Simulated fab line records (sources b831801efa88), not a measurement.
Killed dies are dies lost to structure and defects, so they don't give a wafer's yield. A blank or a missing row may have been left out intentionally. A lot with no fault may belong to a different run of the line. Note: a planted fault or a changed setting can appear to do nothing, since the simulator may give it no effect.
One fault seen from 2 desks / flow sfq line / only its own numbers are on each desk; what lay behind them is given at the end

## FOR THE TOOL OWNER'S DESK: rie metal-02
The tool's own readings at SFQ_TRILAYER_R5_BARC_OPEN_METAL_ETCH_177 (etches BARC in O2, target depth 125 nm, time 41.7 s): means of the sampled wafers that have a number, for each lot that ran on this tool. The brackets show how far a lot's mean lies from the usual mean; more than 4 standard deviations puts the lot out of limits, marked OUT.
Columns: A = drypump motor current A at SFQ_TRILAYER_R5_BARC_OPEN_METAL_ETCH_177, usual 5.71 A; B = oes product au at SFQ_TRILAYER_R5_BARC_OPEN_METAL_ETCH_177, usual 0.686 a.u.; C = rf fwd power W at SFQ_TRILAYER_R5_BARC_OPEN_METAL_ETCH_177, usual 593 W; D = run length s at SFQ_TRILAYER_R5_BARC_OPEN_METAL_ETCH_177, usual 70.1 s
lot=L218; first seen here=day 57 13:27; A=5.73; B=0.686; C=591; D=70.6
lot=L226; first seen here=day 64 06:37; A=5.81; B=0.713 (+6.1) OUT; C=592; D=68.5
lot=L227; first seen here=day 64 09:04; A=5.75; B=0.724 (+8.7) OUT; C=590; D=68.2 (-4.2) OUT
lot=L228; first seen here=day 64 22:27; A=5.77; B=0.721 (+8.0) OUT; C=590; D=67.6 (-5.4) OUT
This desk finds L226, L227, L228 out of limits, L226 being first, at day 64 06:37 (oes product au at SFQ_TRILAYER_R5_BARC_OPEN_METAL_ETCH_177). Within limits: L218.

## AT THE METROLOGY DESK
What the gauges read, lot by lot, whatever tool the lot ran on: means of the sampled wafers that have a number. The brackets show how far a lot's mean lies from the usual mean; more than 4 standard deviations puts the lot out of limits, marked OUT.
Columns: A = R5_MONX_RS at SFQ_R5_RS_MEAS_933, usual 7.10 ohm/sq; B = R5_MONX_THK at SFQ_R5_THK_MEAS_934, usual 39.4 nm; C = R5_OVL at SFQ_R5_OVL_MEAS_935, usual 0 nm
lot=L218; first seen here=day 56 12:21; A=7.21; B=38.5; C=-1
lot=L223; first seen here=day 62 00:51; A=7.01; B=40.1; C=-4
lot=L226; first seen here=day 63 21:46; A=7.10; B=39.2; C=-5
lot=L227; first seen here=day 64 00:51; A=7.17; B=39.1; C=-2
lot=L228; first seen here=day 64 09:52; A=7.14; B=39.3; C=-4
lot=L232; first seen here=day 70 06:01; A=7.16; B=39.1; C=-0
lot=L234; first seen here=day 71 00:03; A=7.05; B=39.4; C=-4
This desk found nothing out of limits on any of the 7 lots.

## PUT TOGETHER
An alarm could have come from the tool owner's desk at day 64 06:37, on L226, L227, L228.
The metrology desk saw nothing out of limits.
The metrology desk holds a record of L226, L227, L228, inside its limits.
On rie metal-02, each named lot ran SFQ_TRILAYER_R5_BARC_OPEN_METAL_ETCH_177.

## WHAT HAD BEEN PUT IN BY THE SIMULATOR
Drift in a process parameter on rie metal-02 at SFQ_TRILAYER_R5_BARC_OPEN_METAL_ETCH_177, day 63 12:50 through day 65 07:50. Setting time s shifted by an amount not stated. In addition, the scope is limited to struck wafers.
Lots struck among those shown: L226, L227, L228.
Each desk's first reading out of limits, in hours after the fault started: the tool owner's desk, 18.
